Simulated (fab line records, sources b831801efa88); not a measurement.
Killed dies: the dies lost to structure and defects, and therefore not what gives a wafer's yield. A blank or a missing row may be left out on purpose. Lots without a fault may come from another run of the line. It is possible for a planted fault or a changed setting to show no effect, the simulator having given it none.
Shared-tool check :: flow gf180mcu :: Sample size 10 lots and 30 wafers

## REASON IT WAS OPENED
GF_HV_LDD_TW_MEAS_23, reading HV_LDD_2_TW: flagged on 2 of 10 lots. Fault-free wafers read 1059, with a standard deviation of 7.
Rule: flag the lot when none of its wafers has a number, or when each of its wafers that has one lies beyond 4 standard deviations from that mean. The other lots count as sound.

lot: L363
measured: day 11 18:58
on: film_metro-01
HV_LDD_2_TW, wafer by wafer: 30 30 30
flag: FLAGGED

lot: L364
measured: day 12 02:51
on: film_metro-04
HV_LDD_2_TW, wafer by wafer: 30 30 30
flag: FLAGGED

lot: L369
measured: day 13 15:19
on: film_metro-01
HV_LDD_2_TW, wafer by wafer: 1051 1053 1053
flag: 

lot: L371
measured: day 14 09:49
on: film_metro-04
HV_LDD_2_TW, wafer by wafer: 1066 1059 1058
flag: 

lot: L372
measured: day 14 13:11
on: film_metro-04
HV_LDD_2_TW, wafer by wafer: 1062 1066 1063
flag: 

lot: L376
measured: day 15 17:18
on: film_metro-04
HV_LDD_2_TW, wafer by wafer: 1063 1066 1057
flag: 

lot: L377
measured: day 16 01:38
on: film_metro-01
HV_LDD_2_TW, wafer by wafer: 1051 1057 1056
flag: 

lot: L380
measured: day 17 04:50
on: film_metro-04
HV_LDD_2_TW, wafer by wafer: 1067 1066 1065
flag: 

lot: L381
measured: day 17 10:38
on: film_metro-04
HV_LDD_2_TW, wafer by wafer: 1063 1059 1062
flag: 

lot: L382
measured: day 17 14:46
on: film_metro-04
HV_LDD_2_TW, wafer by wafer: 1056 1062 1060
flag: 
The numbers of the flagged lots are 30 on average: -1029 against the usual, or -99 or more standard deviations.

## LOT BY LOT: THE TOOL USED
The record holds 5 process steps before the reading, out of a route of 602 steps. In each cell: the tool, then ch and the chambers that the sampled wafers went through, then the start.
lot: L363
flag: FLAGGED
GF_VT_IMPLANT_RTA_45: rtp_anneal-01 ch 0, day 8 09:46
GF_DUAL_GATE_STRIP_13: plasma_asher-02 ch 0,1, day 9 05:01
GF_POLY_GATE_ETCH_13: rie_si-02 ch 2,3, day 10 04:26
GF_HV_LDD_STRIP_10: plasma_asher-04 ch 0,1, day 11 00:40
GF_HV_LDD_STRIP_22: plasma_asher-02 ch 0,1, day 11 18:52

lot: L364
flag: FLAGGED
GF_VT_IMPLANT_RTA_45: rtp_anneal-02 ch 0, day 8 17:13
GF_DUAL_GATE_STRIP_13: plasma_asher-02 ch 0,1, day 9 14:29
GF_POLY_GATE_ETCH_13: rie_si-01 ch 0,3, day 10 11:50
GF_HV_LDD_STRIP_10: plasma_asher-04 ch 0,1, day 11 08:16
GF_HV_LDD_STRIP_22: plasma_asher-02 ch 0,1, day 12 02:46

lot: L369
flag: 
GF_VT_IMPLANT_RTA_45: rtp_anneal-02 ch 0, day 10 03:28
GF_DUAL_GATE_STRIP_13: plasma_asher-01 ch 0,1, day 10 23:47
GF_POLY_GATE_ETCH_13: rie_si-02 ch 0,1,2, day 11 21:23
GF_HV_LDD_STRIP_10: plasma_asher-03 ch 0,1, day 12 19:28
GF_HV_LDD_STRIP_22: plasma_asher-04 ch 0,1, day 13 15:13

lot: L371
flag: 
GF_VT_IMPLANT_RTA_45: rtp_anneal-02 ch 0, day 10 16:12
GF_DUAL_GATE_STRIP_13: plasma_asher-01 ch 1, day 11 14:04
GF_POLY_GATE_ETCH_13: rie_si-01 ch 1,2,3, day 12 15:23
GF_HV_LDD_STRIP_10: plasma_asher-04 ch 0,1, day 13 12:56
GF_HV_LDD_STRIP_22: plasma_asher-03 ch 0,1, day 14 09:42

lot: L372
flag: 
GF_VT_IMPLANT_RTA_45: rtp_anneal-02 ch 0, day 10 21:37
GF_DUAL_GATE_STRIP_13: plasma_asher-01 ch 0,1, day 11 18:21
GF_POLY_GATE_ETCH_13: rie_si-01 ch 1,2,3, day 12 18:29
GF_HV_LDD_STRIP_10: plasma_asher-04 ch 0,1, day 13 15:50
GF_HV_LDD_STRIP_22: plasma_asher-02 ch 0,1, day 14 13:05

lot: L376
flag: 
GF_VT_IMPLANT_RTA_45: rtp_anneal-02 ch 0, day 12 00:03
GF_DUAL_GATE_STRIP_13: plasma_asher-02 ch 0,1, day 12 21:59
GF_POLY_GATE_ETCH_13: rie_si-02 ch 1,2,3, day 13 21:14
GF_HV_LDD_STRIP_10: plasma_asher-03 ch 0,1, day 14 19:58
GF_HV_LDD_STRIP_22: plasma_asher-02 ch 0,1, day 15 17:13

lot: L377
flag: 
GF_VT_IMPLANT_RTA_45: rtp_anneal-01 ch 0, day 12 06:29
GF_DUAL_GATE_STRIP_13: plasma_asher-01 ch 0,1, day 13 04:12
GF_POLY_GATE_ETCH_13: rie_si-01 ch 0,1, day 14 04:41
GF_HV_LDD_STRIP_10: plasma_asher-03 ch 0,1, day 15 02:59
GF_HV_LDD_STRIP_22: plasma_asher-02 ch 0, day 16 01:32

lot: L380
flag: 
GF_VT_IMPLANT_RTA_45: rtp_anneal-02 ch 0, day 13 05:28
GF_DUAL_GATE_STRIP_13: plasma_asher-04 ch 0,1, day 14 05:16
GF_POLY_GATE_ETCH_13: rie_si-01 ch 0,1,2, day 15 06:05
GF_HV_LDD_STRIP_10: plasma_asher-04 ch 0,1, day 16 05:38
GF_HV_LDD_STRIP_22: plasma_asher-03 ch 0,1, day 17 04:44

lot: L381
flag: 
GF_VT_IMPLANT_RTA_45: rtp_anneal-02 ch 0, day 13 12:08
GF_DUAL_GATE_STRIP_13: plasma_asher-04 ch 0,1, day 14 11:24
GF_POLY_GATE_ETCH_13: rie_si-01 ch 0,2,3, day 15 12:11
GF_HV_LDD_STRIP_10: plasma_asher-04 ch 0,1, day 16 12:14
GF_HV_LDD_STRIP_22: plasma_asher-03 ch 0,1, day 17 10:32

lot: L382
flag: 
GF_VT_IMPLANT_RTA_45: rtp_anneal-02 ch 0, day 13 16:27
GF_DUAL_GATE_STRIP_13: plasma_asher-01 ch 0,1, day 14 15:05
GF_POLY_GATE_ETCH_13: rie_si-01 ch 0,2,3, day 15 15:23
GF_HV_LDD_STRIP_10: plasma_asher-04 ch 0,1, day 16 15:28
GF_HV_LDD_STRIP_22: plasma_asher-04 ch 0,1, day 17 14:40
What these steps do:
- GF_VT_IMPLANT_RTA_45: time 30 s.
- GF_DUAL_GATE_STRIP_13: strips in O2/N2.
- GF_POLY_GATE_ETCH_13: etches poly-Si in HBr/Cl2, stops on SiO2, target depth 198.5 nm, time 69.6 s.
- GF_HV_LDD_STRIP_10: strips in O2/N2.
- GF_HV_LDD_STRIP_22: strips in O2/N2.
- GF_HV_LDD_TW_MEAS_23

## FLAGGED OVER TOTAL, TOOL BY TOOL (the gauges that took the reading come last)
step: GF_VT_IMPLANT_RTA_45
tool: rtp_anneal-01
lots run: 2
flagged: 1
share of the flagged lots: some
sound lots run after its first flagged lot: 1 (L377)

step: GF_VT_IMPLANT_RTA_45
tool: rtp_anneal-02
lots run: 8
flagged: 1
share of the flagged lots: some
sound lots run after its first flagged lot: 7 (L369,L371,L372,L376,L380,L381,L382)

step: GF_DUAL_GATE_STRIP_13
tool: plasma_asher-01
lots run: 5
flagged: 0
share of the flagged lots: none
sound lots run after its first flagged lot: -

step: GF_DUAL_GATE_STRIP_13
tool: plasma_asher-02
lots run: 3
flagged: 2
share of the flagged lots: all
sound lots run after its first flagged lot: 1 (L376)

step: GF_DUAL_GATE_STRIP_13
tool: plasma_asher-04
lots run: 2
flagged: 0
share of the flagged lots: none
sound lots run after its first flagged lot: -

step: GF_POLY_GATE_ETCH_13
tool: rie_si-01
lots run: 7
flagged: 1
share of the flagged lots: some
sound lots run after its first flagged lot: 6 (L371,L372,L377,L380,L381,L382)

step: GF_POLY_GATE_ETCH_13
tool: rie_si-02
lots run: 3
flagged: 1
share of the flagged lots: some
sound lots run after its first flagged lot: 2 (L369,L376)

step: GF_HV_LDD_STRIP_10
tool: plasma_asher-03
lots run: 3
flagged: 0
share of the flagged lots: none
sound lots run after its first flagged lot: -

step: GF_HV_LDD_STRIP_10
tool: plasma_asher-04
lots run: 7
flagged: 2
share of the flagged lots: all
sound lots run after its first flagged lot: 5 (L371,L372,L380,L381,L382)

step: GF_HV_LDD_STRIP_22
tool: plasma_asher-02
lots run: 5
flagged: 2
share of the flagged lots: all
sound lots run after its first flagged lot: 3 (L372,L376,L377)

step: GF_HV_LDD_STRIP_22
tool: plasma_asher-03
lots run: 3
flagged: 0
share of the flagged lots: none
sound lots run after its first flagged lot: -

step: GF_HV_LDD_STRIP_22
tool: plasma_asher-04
lots run: 2
flagged: 0
share of the flagged lots: none
sound lots run after its first flagged lot: -

step: GF_HV_LDD_TW_MEAS_23
tool: film_metro-01
lots run: 3
flagged: 1
share of the flagged lots: some
sound lots run after its first flagged lot: 2 (L369,L377)

step: GF_HV_LDD_TW_MEAS_23
tool: film_metro-04
lots run: 7
flagged: 1
share of the flagged lots: some
sound lots run after its first flagged lot: 6 (L371,L372,L376,L380,L381,L382)

## WHAT THE TABLE ALLOWS
Every flagged lot was run by 3 rows of the table: plasma_asher-02 at GF_DUAL_GATE_STRIP_13, plasma_asher-04 at GF_HV_LDD_STRIP_10 and plasma_asher-02 at GF_HV_LDD_STRIP_22.
- plasma_asher-02 at GF_DUAL_GATE_STRIP_13 ran 3 lots, 2 of them flagged. After the first flagged lot (L376), sound lots still ran on it; a lasting fault on the whole tool would not permit that.
- plasma_asher-04 at GF_HV_LDD_STRIP_10 ran 7 lots, 2 of them flagged. After the first flagged lot (L371, L372, L380, L381, L382), sound lots still ran on it; a lasting fault on the whole tool would not permit that. On the flagged lots its readings are blank where sound lots have values: chamber_pressure_mTorr, drypump_motor_current_A, heater_power_w, oes_product_au and 1 more.
- plasma_asher-02 at GF_HV_LDD_STRIP_22 ran 5 lots, 2 of them flagged. After the first flagged lot (L372, L376, L377), sound lots still ran on it; a lasting fault on the whole tool would not permit that. Its own readings lie more than 4 standard deviations out on every wafer of the flagged lots: strip_time_to_endpoint_s.
Not one row of the table ran every flagged lot while running no sound lot after the first.

## WHAT WAS PUT IN BY THE SIMULATOR
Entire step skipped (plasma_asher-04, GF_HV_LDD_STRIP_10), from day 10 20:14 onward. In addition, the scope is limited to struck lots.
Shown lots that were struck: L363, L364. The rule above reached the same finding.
